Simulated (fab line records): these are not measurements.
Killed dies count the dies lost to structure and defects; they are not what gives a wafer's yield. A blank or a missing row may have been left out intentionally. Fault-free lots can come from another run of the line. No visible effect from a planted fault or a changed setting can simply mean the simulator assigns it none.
Matching of chambers ; flow gf180mcu ; 4 sister chambers for GF_STI_WET_ETCH_27 on wet_bench-01
The step etches Si3N4 in H3PO4, target depth 160 nm, time 1825 s. 4 wafers are shown with their chamber, then 8 later ones without.

EACH WAFER AND ITS CHAMBER
wafer;chamber;run_length_s (s)
L567.6;1;1851
L568.5;2;1851
L571.6;3;1860
L576.2;0;1850

WAFERS WITHOUT THEIR CHAMBER
wafer;run_length_s (s)
L576.3;1850
L576.6;1850
L577.2;1851
L577.3;1851
L577.6;1851
L578.2;1859
L578.4;1859
L578.6;1859

WHICH CHAMBER EACH WENT THROUGH
wafer;from the rows above;in truth
L576.3;can't be placed: 0 or 1 or 2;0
L576.6;can't be placed: 0 or 1 or 2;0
L577.2;can't be placed: 1 or 2 or 0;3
L577.3;can't be placed: 1 or 2 or 0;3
L577.6;can't be placed: 1 or 2 or 0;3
L578.2;3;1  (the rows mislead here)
L578.4;3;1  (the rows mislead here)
L578.6;3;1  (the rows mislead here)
Placed correctly: 0 of 8. Can't be placed from these rows: 5 (the true chamber is among the candidates in 2). Wrongly placed: 3.
How it was worked out, from the rows above alone: a wafer's distance from a chamber is the root of the sum, over the readings, of the square of ((its reading less the chamber's mean) divided by the reading's scatter). The wafer belongs to the nearest chamber; if the next one is less than 2 further off, it can't be placed. For every chamber, the mean is computed from those of its wafers that are shown. The scatter: root of mean squared gap, hidden wafer to nearest shown wafer, with one shown wafer a chamber.
